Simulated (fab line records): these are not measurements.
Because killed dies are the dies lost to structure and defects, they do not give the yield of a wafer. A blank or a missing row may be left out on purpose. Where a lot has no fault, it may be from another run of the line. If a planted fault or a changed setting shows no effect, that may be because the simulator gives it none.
Lot-split experiment	flow gf180mcu	route with 602 steps; 5 lots, 23 wafers read

ABOUT THE SPLIT
At GF_CONTACT_CVD_24 (deposits W, target thk 300 nm, time 90.339 s), the setting tempC was moved away from the recipe's 400 C on 8 of the 23 wafers read, by +1.3% to +3.0%. All remaining wafers had this setting at the recipe value.

FROM THE SPLIT ON TO THE READING: in between, the file shows 1 step
- GF_CONTACT_RS_MEAS_25: measures by four-point-probe

THE READING
CONTACT_W_THK, in nm, at GF_CONTACT_THK_MEAS_26 (measures by xrf). Typical for fault-free wafers on this fab line: 302 nm, with standard deviation 3.6 nm.

wafer	tool, chamber at the split	tempC as run, C	against the recipe	CONTACT_W_THK, nm	against lot-mates on the recipe
L074.1	cvdW-02, 0	400	recipe	300	-
L074.2	cvdW-02, 1	405.4	+1.3%	333	+36
L074.3	cvdW-02, 0	405.4	+1.3%	332	+35
L074.4	cvdW-02, 1	405.4	+1.3%	328	+31
L074.5	cvdW-02, 0	400	recipe	294	-
L075.2	cvdW-01, 0	400	recipe	305	-
L075.3	cvdW-01, 1	411.9	+3.0%	376	+72
L075.4	cvdW-01, 0	411.9	+3.0%	375	+71
L075.5	cvdW-01, 1	400	recipe	304	-
L075.6	cvdW-01, 0	400	recipe	302	-
L082.1	cvdW-02, 1	400	recipe	307	-
L082.2	cvdW-02, 0	400	recipe	308	-
L082.3	cvdW-02, 1	400	recipe	309	-
L082.4	cvdW-02, 0	400	recipe	305	-
L082.5	cvdW-02, 1	400	recipe	306	-
L084.1	cvdW-02, 1	410.5	+2.6%	363	+60
L084.2	cvdW-02, 0	410.5	+2.6%	362	+60
L084.4	cvdW-02, 0	400	recipe	300	-
L084.5	cvdW-02, 0	410.5	+2.6%	366	+64
L084.6	cvdW-02, 1	400	recipe	305	-
L085.1	cvdW-02, 0	400	recipe	304	-
L085.3	cvdW-02, 1	400	recipe	309	-
L085.5	cvdW-02, 0	400	recipe	310	-

FIT RESULTS
A straight line over all 23 wafers: CONTACT_W_THK changes by +22.9 nm for each +1% of tempC; r = +0.99; the points scatter about the line by 4.1 nm.
The same after taking each lot's own level away (the mean of its wafers on the recipe; 23 wafers): +23.8 nm for each +1%; r = +1.00; scatter 2.2 nm.
That fit puts the effect of the largest move of tempC on the reading at 71 nm.
The span of the lots' own levels, 297.0 to 307.7 nm, comes to 3.0 times the standard deviation stated above.
The two slopes agree, so the slope changes little with the lot-to-lot level.
Check: with one of the wafers moved furthest among these (+3.0%) left out of the fit, the line predicts +70.7 nm for it against its lot-mates. Against them it came out at +72.3 nm.

OTHER SPLITS APPLIED TO THESE WAFERS
Note: prior to the reading, these wafers also went through further splits. Each is held against what the fit with the lots' levels taken away leaves over:
other split on the same wafers	wafers away from the commonest value	r with CONTACT_W_THK (lot level and that fit taken away)
GF_CONTACT_CMP_04 leaveAboveRefNm	6	-0.01
GF_CONTACT_PEB_12 pebTempC	7	+0.14
GF_CONTACT_ETCH_16 biasW	11	+0.20

THE WHOLE CHAIN: every reading that the file lists as answering this split, in the file's order
step	what it does	reading	change (the file's fit)	r (the file's)
GF_CONTACT_CVD_24	deposits W, target thk 300 nm, time 90.339 s	W_of_CONTACT_CVD_24.thkNm (the simulator's own value, which no gauge read)	+22.9 nm for each +1% of the setting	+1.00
GF_CONTACT_RS_MEAS_25	measures by four-point-probe	CONTACT_W_RS	-0.0247 for each +1% of the setting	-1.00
GF_CONTACT_THK_MEAS_26	measures by xrf	CONTACT_W_THK	+23.9 for each +1% of the setting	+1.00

FILE'S OWN FIT
CONTACT_W_THK changes by +23.9 nm for each +1% of tempC, r = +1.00.
